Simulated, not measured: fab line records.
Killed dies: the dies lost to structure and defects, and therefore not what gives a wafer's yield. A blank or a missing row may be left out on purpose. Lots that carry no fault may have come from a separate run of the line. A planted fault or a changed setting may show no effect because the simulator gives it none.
fab line records	flow sky130
record: lots: 6	wafers: 18	lastDay: 49
route steps=708 shown FIELD_ISO@6 PAD_OPEN@708
lots that met no fault: taken from a fault-free run of the same line
startH: hours from the record's first day to the start of the lot's first wafer shown	waitH: how many hours have passed since the lot's step before this one	" repeats the value in the row above	L1.1+2: one row covering several wafers at once	- value missing, or start not given	* or withheld: withheld	< > ~ a bound
route shown NAME@n: NAME is a module with steps in the file, n the number in the route of the first one	usual: the fault-free wafers' mean and standard deviation	same: alike in all rows	chamber/n: place in a boat	sites: each site's reading	_std_site: the standard deviation of these	_edge_site: mean of outer sites minus mean of inner sites	radiusMm: for every site, how far away it sits from the centre of the wafer	mask NAME#n: copy n	behind: the last tool/chamber to shape the wafer	hold: what put the lot on hold/how long, in hours/how the hold closed	device: names the non-switching transistor (n, p or np)	end of line: the same wafers' tests at the end of the route	step lacking rows: just its recipe	killed: dies that structure and defects cost at the first sort, which is not the same as the wafer's yield	map: a wafer's dies, marking killed ones x, the rest . and places with no die _
set.NAME: the run value of the setting; set.NAME@STEP: its run value at that earlier step	model.NAME: the simulator's own value behind a step, which no gauge read
certain route steps with their lots: each step a table, each wafer a row
services: the hour from which a tool's chamber was out of use, counted from the record's first day as startH (under 0 if before that day), plus the number of hours and why
== steps ==
step: SKY_FIELD_ISO_DEHYDRATE_05
recipe: tempC: 200	timeS: 60
step: SKY_FIELD_ISO_HMDS_06
recipe: primeTimeS: 60	primeTempC: 120
step: SKY_FIELD_ISO_COAT_07
recipe: resist: BARC	tempC: withheld	timeS: withheld	spinRpm: 3000	resistThkNm: 60
step: SKY_FIELD_ISO_COAT_08
recipe: resist: KrF-thick	spinRpm: 3000	resistThkNm: 450
step: SKY_FIELD_ISO_SOFTBAKE_09
recipe: tempC: 101	timeS: 90	resist: KrF-thick
step: SKY_FIELD_ISO_EXPOSE_10
recipe: maskId: FOM	na: 0.68	sourceShape: annular	sigmaInner: 0.4	sigmaOuter: 0.8	targetCdNm: 150	doseMj: 28
step: SKY_FIELD_ISO_PEB_11
recipe: pebTempC: withheld	pebTimeS: withheld	resist: KrF-thick
step: SKY_FIELD_ISO_DEVELOP_12
recipe: developTimeS: 60	resist: KrF-thick	devTempC: 21
step: SKY_FIELD_ISO_CD_MEAS_13
recipe: targetCdNm: 150
usual: cdNm: 150.3/1.3
lot.wafer	tool	chamber	startH	waitH	cdNm
L720.2	cdSem-02	-	34.38	-	150.5
L720.3	"	-	"	"	151.4
L720.5	"	-	"	"	152.6
L726.2	cdSem-01	-	67.82	-	150.2
L726.4	"	-	"	"	151.6
L726.5	"	-	"	"	151.2
L728.1	cdSem-01	-	78.66	-	151.1
L728.2	"	-	"	"	152.8
L728.6	"	-	"	"	151.6
L732.1	cdSem-02	-	99.65	-	150.5
L732.3	"	-	"	"	148.4
L732.5	"	-	"	"	148.4
L735.1	cdSem-02	-	115.85	-	150.1
L735.2	"	-	"	"	149.2
L735.4	"	-	"	"	151.7
L736.1	cdSem-01	-	120.50	-	149.7
L736.2	"	-	"	"	150.1
L736.4	"	-	"	"	150.1
step: SKY_FIELD_ISO_ETCH_14
recipe: chemistry: N2/H2	target: BARC	ionEnergyEv: 200	sourceW: 500	biasW: 100	pressureMtorr: 30	n2FlowSccm: 100	h2FlowSccm: 200	stopOn: SiO2	timeS: 45.9	targetDepthA: 600
usual: drypumpMotorCurrentA: 5.7/0.31	oesProductAu: 0.855/0.0043	throttleValvePct: 13.224/0.0084
same: timeS: 45.9
lot.wafer	tool	chamber	startH	waitH	drypumpMotorCurrentA	oesProductAu	rfHoursCounterH	throttleValvePct
L720.2	rieDiel-04	2	34.48	0.1	5.9	0.856	1	13.222
L720.3	"	1	"	"	5.4	0.858	113	13.226
L720.5	"	0	"	"	6.3	0.854	-	13.218
L726.2	rieDiel-01	3	67.92	0.1	5.4	0.857	99	13.240
L726.4	"	3	"	"	5.4	0.854	-	13.220
L726.5	"	2	"	"	5.9	0.865	-	13.226
L728.1	rieDiel-04	3	78.78	0.1	5.7	0.863	43	13.214
L728.2	"	0	"	"	6.3	0.852	68	13.216
L728.6	"	1	"	"	5.4	0.854	-	13.227
L732.1	rieDiel-01	3	99.77	0.1	5.4	0.847	100	13.240
L732.3	"	2	"	"	5.9	0.854	99	13.224
L732.5	"	2	"	"	5.9	0.855	-	13.221
L735.1	rieDiel-04	1	115.97	0.1	5.4	0.854	115	13.219
L735.2	"	0	"	"	6.3	0.847	68	13.231
L735.4	"	3	"	"	5.7	0.845	44	13.219
L736.1	rieDiel-01	0	120.62	0.1	5.5	0.855	64	13.234
L736.2	"	2	"	"	6.0	0.853	100	13.212
L736.4	"	3	"	"	5.4	0.853	100	13.220
step: SKY_FIELD_ISO_ETCH_15
recipe: chemistry: CHF3/O2	targetDepthNm: 180	stopOn: Si	sourceW: 600	biasW: 200	pressureMtorr: 40	chf3FlowSccm: 50	O2_flow_sccm: 5	timeS: 72
usual: drypumpMotorCurrentA: 5.7/0.31	oesProductAu: 0.952/0.0077	throttleValvePct: 8.846/0.0091
same: timeS: 72
lot.wafer	tool	chamber	startH	waitH	drypumpMotorCurrentA	oesProductAu	rfHoursCounterH	throttleValvePct
L720.2	rieDiel-04	2	34.53	0.0	5.9	0.957	1	8.822
L720.3	"	1	"	"	5.4	0.952	113	8.851
L720.5	"	0	"	"	6.3	0.948	-	8.839
L726.2	rieDiel-01	3	67.96	0.0	5.4	0.955	99	8.845
L726.4	"	3	"	"	5.4	0.956	-	8.833
L726.5	"	2	"	"	6.0	0.946	-	8.855
L728.1	rieDiel-04	3	78.83	0.0	5.6	0.958	43	8.841
L728.2	"	0	"	"	6.3	0.958	68	8.851
L728.6	"	1	"	"	5.4	0.956	-	8.861
L732.1	rieDiel-01	3	99.81	0.0	5.4	0.957	100	8.850
L732.3	"	2	"	"	6.0	0.948	99	8.837
L732.5	"	2	"	"	6.0	0.953	-	8.845
L735.1	rieDiel-04	1	116.01	0.0	5.4	0.959	115	8.848
L735.2	"	0	"	"	6.3	0.948	68	8.843
L735.4	"	3	"	"	5.6	0.963	44	8.844
L736.1	rieDiel-01	0	120.66	0.0	5.5	0.963	64	8.851
L736.2	"	2	"	"	6.0	0.966	100	8.844
L736.4	"	3	"	"	5.4	0.958	100	8.845
step: SKY_FIELD_ISO_STRIP_16
recipe: chemistry: O2/N2	powerW: 1400	pressureMtorr: 1500	platenTempC: withheld	o2FlowSccm: 3000	n2FlowSccm: 300	overashFraction: 0.5
usual: drypumpMotorCurrentA: 6.0/0.35	o2FlowSccm: 3000/9	oesProductAu: 0.377/0.0045	stripTimeToEndpointS: 3.54/0.044
lot.wafer	tool	chamber	startH	waitH	drypumpMotorCurrentA	o2FlowSccm	oesProductAu	rfHoursCounterH	stripTimeToEndpointS
L720.2	plasmaAsher-02	1	34.58	0.0	5.6	2994	0.381	37	3.56
L720.3	"	0	"	"	6.1	2986	0.378	-	3.62
L720.5	"	0	"	"	6.1	2997	0.379	-	3.67
L726.2	plasmaAsher-02	0	68.02	0.0	6.0	3000	0.378	41	3.49
L726.4	"	0	"	"	6.0	2997	0.379	-	3.50
L726.5	"	1	"	"	5.6	2996	0.374	-	3.51
L728.1	plasmaAsher-03	1	78.88	0.0	6.1	3002	0.379	39	3.54
L728.2	"	0	"	"	5.5	2997	0.381	39	3.57
L728.6	"	0	"	"	5.5	2997	0.381	-	3.58
L732.1	plasmaAsher-02	1	99.87	0.0	5.6	2990	0.372	44	3.50
L732.3	"	1	"	"	5.7	3010	0.375	-	3.54
L732.5	"	1	"	"	5.7	2982	0.368	-	3.51
L735.1	plasmaAsher-03	1	116.07	0.0	6.2	3001	0.383	43	3.59
L735.2	"	0	"	"	5.6	2997	0.377	43	3.63
L735.4	"	0	"	"	5.6	3006	0.382	-	3.51
L736.1	plasmaAsher-01	1	120.72	0.0	5.9	3005	0.382	0	3.50
L736.2	"	0	"	"	6.7	2998	0.378	0	3.55
L736.4	"	1	"	"	5.9	2988	0.377	-	3.52
step: SKY_FIELD_ISO_ETCH_17
recipe: targetDepthA: 3420	maskMaterial: Si3N4	chemistry: HBr/Cl2/O2	target: Si	taperDeg: 5	icpW: 600	biasW: 150	pressureMtorr: 15	HBr_flow_sccm: 150	Cl2_flow_sccm: 40	O2_flow_sccm: 6	timeS: 97.7
usual: drypumpMotorCurrentA: 5.55/0.27	oesProductAu: 1.002/0.0094	throttleValvePct: 25.655/0.01
same: timeS: 97.7
lot.wafer	tool	chamber	startH	waitH	drypumpMotorCurrentA	oesProductAu	rfHoursCounterH	throttleValvePct	model.etch.depthNm	model.FIELD_ISO.featureDepthNm	model.Si3N4_of_FIELD_ISO_CVD_03.thkNm
L720.2	rieSi-02	2	34.68	0.1	5.63	0.987	7	25.667	337.1	337.1	150.5
L720.3	"	0	"	"	6.08	1.008	137	25.661	345.1	345.1	149.9
L720.5	"	2	"	"	5.58	0.978	-	25.670	337.9	337.9	150.8
L726.2	rieSi-01	0	68.12	0.1	5.16	1.003	158	25.650	346.5	346.5	151.3
L726.4	"	0	"	"	5.17	1.015	-	25.651	344.9	344.9	151.6
L726.5	"	1	"	"	5.38	1.020	-	25.649	352.6	352.6	150.9
L728.1	rieSi-02	1	78.98	0.1	5.62	1.000	0	25.649	341.8	341.8	153.7
L728.2	"	3	"	"	5.37	0.997	25	25.644	341.9	341.9	153.2
L728.6	"	0	"	"	6.07	0.994	-	25.658	339.1	339.1	152.2
L732.1	rieSi-02	3	99.97	0.1	5.39	0.993	25	25.657	337.5	337.5	152.5
L732.3	"	2	"	"	5.63	0.996	7	25.667	337.3	337.3	152.6
L732.5	"	3	"	"	5.39	0.986	-	25.670	340.9	340.9	152.2
L735.1	rieSi-01	3	116.17	0.1	5.73	0.807	141	25.777	241.8	241.8	158
L735.2	"	0	"	"	5.14	0.826	158	25.761	247.1	247.1	156.7
L735.4	"	0	"	"	5.16	0.819	-	25.779	245.4	245.4	158.1
L736.1	rieSi-01	1	120.82	0.1	5.36	0.813	56	25.789	244.1	244.1	158.2
L736.2	"	0	"	"	5.16	0.812	159	25.796	241.6	241.6	158.2
L736.4	"	1	"	"	5.37	0.818	-	25.775	245.7	245.7	157.4
step: SKY_FIELD_ISO_WET_ETCH_18
recipe: chemistry: H3PO4	targetDepthNm: 25	tempC: 160	target: Si3N4	timeS: 286
step: SKY_FIELD_ISO_CLEAN_19
recipe: chemistry: SC1/SC2	mix: 1:4:20	tempC: 70	timeS: 150
step: SKY_FIELD_ISO_CLEAN_20
recipe: chemistry: dHF	timeS: 20	dilution: 100:1
step: SKY_FIELD_ISO_WET_ETCH_21
recipe: chemistry: dHF	dilution: 100:1	targetDepthNm: 20	dry: ipaMarangoni	target: SiO2	tempC: 25	timeS: 400
step: SKY_FIELD_ISO_OXIDATION_22
recipe: tempC: 950	ambient: O2	stabiliseS: 600	purgeS: 300	targetThkA: 100	oxTimeS: 623
step: SKY_FIELD_ISO_THK_MEAS_23
recipe: reads: SiO2_of_FIELD_ISO_OXIDATION_22
usual: FIELD_ISO_OXIDATION_01_THK: 9.98/0.17
lot.wafer	tool	chamber	startH	waitH	FIELD_ISO_OXIDATION_01_THK[nm]
L720.2	filmMetro-03	-	36.21	0.0	9.65
L720.3	"	-	"	"	9.75
L720.5	"	-	"	"	9.58
L726.2	filmMetro-03	-	69.64	0.0	9.91
L726.4	"	-	"	"	9.91
L726.5	"	-	"	"	9.90
L728.1	filmMetro-03	-	80.52	0.0	9.93
L728.2	"	-	"	"	9.92
L728.6	"	-	"	"	10.10
L732.1	filmMetro-02	-	102.61	0.0	10.13
L732.3	"	-	"	"	10.24
L732.5	"	-	"	"	10.13
L735.1	filmMetro-03	-	121.99	0.0	10.25
L735.2	"	-	"	"	10.15
L735.4	"	-	"	"	10.25
L736.1	filmMetro-03	-	123.52	0.0	9.67
L736.2	"	-	"	"	9.76
L736.4	"	-	"	"	9.92
step: SKY_FIELD_ISO_CVD_24
recipe: material: SiO2	targetThkNm: 595	tempC: 650	sigmaOpenFrac: 0.3	timeS: 99.2	sih4FlowSccm: 60	pressureMtorr: 6
step: SKY_FIELD_ISO_THK_MEAS_25
recipe: reads: SiO2_of_FIELD_ISO_CVD_24
usual: FIELD_ISO_CVD_24_THK: 599/8.8
lot.wafer	tool	chamber	startH	waitH	FIELD_ISO_CVD_24_THK[nm]
L720.2	filmMetro-02	-	36.34	0.0	600
L720.3	"	-	"	"	604
L720.5	"	-	"	"	600
L726.2	filmMetro-03	-	69.77	0.0	611
L726.4	"	-	"	"	602
L726.5	"	-	"	"	602
L728.1	filmMetro-01	-	80.65	0.0	597
L728.2	"	-	"	"	608
L728.6	"	-	"	"	598
L732.1	filmMetro-02	-	102.74	0.0	613
L732.3	"	-	"	"	602
L732.5	"	-	"	"	600
L735.1	filmMetro-01	-	122.12	0.0	602
L735.2	"	-	"	"	596
L735.4	"	-	"	"	604
L736.1	filmMetro-01	-	123.66	0.0	599
L736.2	"	-	"	"	592
L736.4	"	-	"	"	607
step: SKY_FIELD_ISO_ANNEAL_26
recipe: tempC: 1000	timeS: 1800	ambient: N2
step: SKY_FIELD_ISO_CMP_27
recipe: stopOn: Si3N4	tOverpolishS: 16	downForcePsi: 4	platenRpm: 60	targetThkNm: 457.8	padVelocityMS: 0.94248
usual: motorCurrentA: 11.2/1	overpolishRunS: 16.000/0.0095	timeToEndpointS: 114/5.1
lot.wafer	tool	chamber	startH	waitH	motorCurrentA	overpolishRunS	timeToEndpointS
L720.3	cmp-01	0	38.87	0.0	10.8	16.011	110
L720.2	"	1	"	"	9.7	15.999	119
L720.5	"	0	"	"	10.1	15.998	114
L726.4	cmp-02	1	72.10	0.2	11.6	16.022	114
L726.2	"	2	"	"	11.9	15.999	117
L726.5	"	0	"	"	11.4	15.996	110
L728.1	cmp-02	0	82.21	0.0	11.1	15.996	109
L728.2	"	2	"	"	12.4	15.997	113
L728.6	"	1	"	"	12.6	15.988	115
L732.1	cmp-01	2	105.46	0.0	12.7	16.002	113
L732.3	"	3	"	"	11.5	15.990	120
L732.5	"	3	"	"	11.4	16.000	120
L735.1	cmp-02	2	125.07	0.1	11.9	15.999	108
L735.4	"	3	"	"	12.2	16.005	112
L735.2	"	0	"	"	10.1	16.008	105
L736.4	cmp-01	1	126.52	0.0	9.6	16.010	120
L736.2	"	2	"	"	12.4	15.984	113
L736.1	"	3	"	"	10.6	16.015	122
step: SKY_FIELD_ISO_WET_ETCH_28
recipe: chemistry: dHF	targetDepthNm: 23.7	target: SiO2	dilution: 10:1	tempC: 25	timeS: 47
same: timeS: 47
lot.wafer	tool	chamber	startH	waitH	model.Si3N4_of_FIELD_ISO_CVD_03.thkNm
L720.2	wetBench-02	2	39.17	0.2	119.4
L720.3	"	2	"	"	119
L720.5	"	2	"	"	119.8
L726.2	wetBench-01	0	72.35	0.1	120.4
L726.4	"	0	"	"	120.6
L726.5	"	0	"	"	120.1
L728.1	wetBench-01	2	82.51	0.2	123.1
L728.2	"	2	"	"	122.8
L728.6	"	2	"	"	121.9
L732.1+3	wetBench-04	0	105.76	0.2	121.7
L732.5	"	0	"	"	121.4
L735.1	wetBench-04	2	125.32	0.2	127.1
L735.2	"	2	"	"	126.2
L735.4	"	2	"	"	127.4
L736.1	wetBench-01	3	126.82	0.1	128.2
L736.2	"	3	"	"	128.1
L736.4	"	3	"	"	127.5
step: SKY_FIELD_ISO_WET_ETCH_29
recipe: chemistry: H3PO4	targetDepthNm: 160	target: Si3N4	tempC: 160	timeS: 1825
step: SKY_PAD_OPEN_PROBE_99
lot.wafer	tool	chamber	startH	waitH	model.etest.res_p_drift_20v.lineOhmUm	model.etest.res_p_drift_20v.rsOhmSq	model.etest.pfet_16v.rOnOhmUm	model.etest.resIsoPwell.rsOhmSq	model.etest.resIsoPwell.lineOhmUm	model.etest.nfet_16v.rOnOhmUm	model.etest.resNwell.lineOhmUm	model.etest.resNwell.rsOhmSq
L720.2	prober-02	-	1075.77	0.1	1.086e+04	9048	1.541e+04	3441	1291	1.398e+04	1105	965
L720.3	prober-02	-	1075.82	0.2	1.102e+04	9420	1.562e+04	3595	1360	1.401e+04	1144	985.4
L720.5	prober-02	-	1075.92	0.2	1.078e+04	8902	1.536e+04	3310	1236	1.395e+04	1124	957.6
L726.2	prober-02	-	1120.18	0.1	1.196e+04	9970	1.579e+04	3623	1371	1.426e+04	1116	958.3
L726.4	prober-02	-	1120.28	0.2	1.192e+04	9892	1.586e+04	3667	1379	1.424e+04	1127	951.9
L726.5	prober-02	-	1120.33	0.2	1.23e+04	1.038e+04	1.644e+04	3877	1476	1.435e+04	1131	986.9
L728.1	prober-02	-	1134.49	0.1	1.202e+04	9927	1.532e+04	3079	1158	1.409e+04	1127	939.1
L728.2	prober-02	-	1134.54	0.1	1.208e+04	1.004e+04	1.545e+04	3108	1168	1.415e+04	1117	940.8
L728.6	prober-02	-	1134.74	0.2	1.203e+04	9758	1.504e+04	3004	1138	1.408e+04	1113	926.2
L732.1	prober-02	-	1157.47	0.1	1.14e+04	9450	1.556e+04	3421	1305	1.442e+04	1124	957.7
L732.3	prober-02	-	1157.57	0.2	1.13e+04	9542	1.559e+04	3392	1282	1.446e+04	1127	952.1
L732.5	prober-02	-	1157.67	0.2	1.129e+04	9649	1.57e+04	3577	1355	1.443e+04	1142	965.8
L735.1	prober-01	-	1172.97	0.1	8084	6769	1.246e+04	2042	765.9	1.422e+04	888	730.5
L735.4	prober-01	-	1173.12	0.2	8086	6832	1.242e+04	2071	790.9	1.419e+04	891.5	725.8
L736.1	prober-02	-	1175.72	0.1	8554	6999	1.236e+04	1989	749.5	1.368e+04	876	718.9
L736.2	prober-02	-	1175.77	0.1	8425	7015	1.249e+04	1986	740.8	1.375e+04	868.9	712.8
L736.4	prober-02	-	1175.87	0.2	8749	7113	1.258e+04	2022	749.5	1.382e+04	889.5	719.6
killed by level:class
L720.2 VIA1:geometricParticle:open=8 FIELD_ISO:geometricParticle:open=6 POLY_GATE:geometricParticle:open=5 CONTACT:geometricParticle:open=5 METAL2:geometricParticle:short=5 VIA3:geometricParticle:open=5 CONTACT:geometricParticle:short=4 VIA3:geometricParticle:short=4
L720.3 LI_CONTACT:geometricParticle:open=10 VIA1:geometricParticle:open=9 METAL3:geometricParticle:short=7 LOCAL_INTERCONNECT:geometricParticle:short=6 METAL2:geometricParticle:short=6 VIA3:geometricParticle:open=5 FIELD_ISO:geometricParticle:short=4 POLY_GATE:geometricParticle:open=4
L720.5 CONTACT:geometricParticle:open=9 VIA2:geometricParticle:open=9 VIA1:geometricParticle:open=9 LOCAL_INTERCONNECT:geometricParticle:short=6 METAL1:geometricParticle:short=6 VIA3:geometricParticle:open=6 VIA1:geometricParticle:short=5 METAL2:geometricParticle:open=5
L726.2 VIA1:geometricParticle:open=12 CONTACT:geometricParticle:open=9 LI_CONTACT:geometricParticle:open=8 VIA3:geometricParticle:open=7 METAL2:geometricParticle:short=6 VIA3:geometricParticle:short=5 CONTACT:geometricParticle:short=4 LOCAL_INTERCONNECT:geometricParticle:short=4
L726.4 CONTACT:geometricParticle:open=12 VIA1:geometricParticle:open=10 LI_CONTACT:geometricParticle:open=8 VIA2:geometricParticle:open=7 CONTACT:geometricParticle:short=5 LI_CONTACT:geometricParticle:short=4 LOCAL_INTERCONNECT:geometricParticle:short=4 METAL1:geometricParticle:open=4
L726.5 VIA1:geometricParticle:open=14 CONTACT:geometricParticle:open=11 LI_CONTACT:geometricParticle:open=10 VIA1:geometricParticle:short=9 VIA2:geometricParticle:open=7 POLY_GATE:geometricParticle:open=5 VIA3:geometricParticle:open=5 VIA2:geometricParticle:short=4
L728.1 VIA1:geometricParticle:open=9 LI_CONTACT:geometricParticle:open=7 METAL1:geometricParticle:short=7 VIA3:geometricParticle:open=7 VIA2:geometricParticle:open=7 POLY_GATE:geometricParticle:open=6 CONTACT:geometricParticle:open=6 LOCAL_INTERCONNECT:geometricParticle:short=4
L728.2 METAL2:geometricParticle:short=11 VIA2:geometricParticle:open=11 VIA1:geometricParticle:open=7 CONTACT:geometricParticle:open=6 METAL1:geometricParticle:short=5 VIA3:geometricParticle:open=4 FIELD_ISO:geometricParticle:short=3 LI_CONTACT:geometricParticle:open=3
L728.6 CONTACT:geometricParticle:short=10 METAL1:geometricParticle:short=9 CONTACT:geometricParticle:open=8 VIA1:geometricParticle:open=7 POLY_GATE:geometricParticle:open=6 LOCAL_INTERCONNECT:geometricParticle:short=6 METAL2:geometricParticle:short=5 FIELD_ISO:geometricParticle:open=4
L732.1 VIA1:geometricParticle:open=11 CONTACT:geometricParticle:open=7 METAL2:geometricParticle:short=7 VIA3:geometricParticle:open=6 LI_CONTACT:geometricParticle:open=5 VIA1:geometricParticle:short=5 LOCAL_INTERCONNECT:geometricParticle:short=4 METAL4:geometricParticle:short=4
L732.3 VIA3:geometricParticle:open=12 CONTACT:geometricParticle:open=11 VIA1:geometricParticle:open=9 CONTACT:geometricParticle:short=7 VIA2:geometricParticle:open=7 LI_CONTACT:geometricParticle:open=6 METAL2:geometricParticle:short=6 POLY_GATE:geometricParticle:open=5
L732.5 LI_CONTACT:geometricParticle:open=8 VIA2:geometricParticle:open=8 VIA1:geometricParticle:open=7 VIA3:geometricParticle:open=7 METAL2:geometricParticle:short=5 LOCAL_INTERCONNECT:geometricParticle:short=4 CONTACT:geometricParticle:short=4 CONTACT:geometricParticle:open=4
L736.1 VIA1:geometricParticle:open=11 CONTACT:geometricParticle:open=10 VIA2:geometricParticle:open=8 METAL1:geometricParticle:short=7 FIELD_ISO:geometricParticle:open=6 LI_CONTACT:geometricParticle:open=6 VIA1:geometricParticle:short=5 VIA3:geometricParticle:open=5
L736.2 CONTACT:geometricParticle:open=12 VIA3:geometricParticle:open=7 VIA1:geometricParticle:open=7 CONTACT:geometricParticle:short=5 FIELD_ISO:geometricParticle:open=5 VIA3:geometricParticle:short=5 FIELD_ISO:geometricParticle:short=4 VIA1:geometricParticle:short=4
L736.4 VIA1:geometricParticle:open=10 CONTACT:geometricParticle:short=9 CONTACT:geometricParticle:open=8 LOCAL_INTERCONNECT:geometricParticle:short=7 POLY_GATE:geometricParticle:open=7 LI_CONTACT:geometricParticle:open=7 VIA3:geometricParticle:open=7 LI_CONTACT:geometricParticle:short=5
== services ==
tool	chamber	startH	hours	kind
rieDiel-01	1	15.02	22.9	repair
rieDiel-01	-	23.56	0.7	repair
cmp-01	-	29.49	0.7	repair
rieSi-02	1	32.98	-	clean
rieSi-02	1	32.98	15.4	scheduledDown
rieSi-02	1	32.98	15.4	ventCycle
cmp-02	-	33.55	17.6	pm
rieDiel-01	0	37.39	16.4	repair
cmp-01	-	51.45	3.6	pm
rieDiel-01	1	53.83	-	clean
rieDiel-01	1	53.83	19.7	scheduledDown
rieDiel-01	1	53.83	19.7	ventCycle
cmp-01	-	57.78	14.3	pm
cmp-02	-	64.28	4.0	pm
cmp-02	-	68.28	-	consumableReplace:conditioner
cmp-02	-	68.28	-	consumableReplace:pad
rieSi-02	-	68.55	0.1	repair
rieDiel-04	0	73.19	4.5	repair
rieDiel-04	2	74.52	13.5	repair
plasmaAsher-02	-	92.35	0.8	repair
plasmaAsher-01	-	108.75	9.0	pm
plasmaAsher-01	0	108.75	9.0	ventCycle
plasmaAsher-01	1	108.75	9.0	ventCycle
rieDiel-04	-	110.12	1.1	repair
== key ==
firstSign: step: SKY_FIELD_ISO_ETCH_17	reading: oesProductAu	direction: down	sigmas: 20	usual: 1.002	struck: 0.816
effect: step: SKY_FIELD_ISO_ETCH_17	reading: throttleValvePct	direction: up	sigmas: 12	usual: 25.655	struck: 25.779
modelEffect: step: SKY_FIELD_ISO_ETCH_17	value: etch.depthNm	without: 344.9	struck: 244.3
modelEffect: step: SKY_FIELD_ISO_WET_ETCH_28	value: Si3N4_of_FIELD_ISO_CVD_03.thkNm	without: 123	struck: 127.4
modelEffect: step: SKY_PAD_OPEN_PROBE_99	value: etest.res_p_drift_20v.lineOhmUm	without: 1.255e+04	struck: 8380
metAt SKY_FIELD_ISO_ETCH_17
struckWafers L735.1,L735.2,L735.4,L736.1,L736.2,L736.4
sortLeftOut L735.1,L735.2,L735.4
testerLeftOut L735,L736
onsetBetween 68.12 116.17
fault: kind: processParameterDrift	tool: rieSi-01	chamber: -	onsetH: 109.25	steps: SKY_FIELD_ISO_ETCH_17	channel: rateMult	offset: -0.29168	shape: step	endH: 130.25
testerLeftOut: of these lots the tester's yield and bins aren't shown, on N5 and GAA mostly nor the transistor test; their killed dies are dies lost to structure and defects alone, not to doping, threshold or leakage, so they don't give the yield
sortLeftOut: the simulated sort isn't trusted on such a fault, so these wafers' sort isn't shown, and their yield isn't known
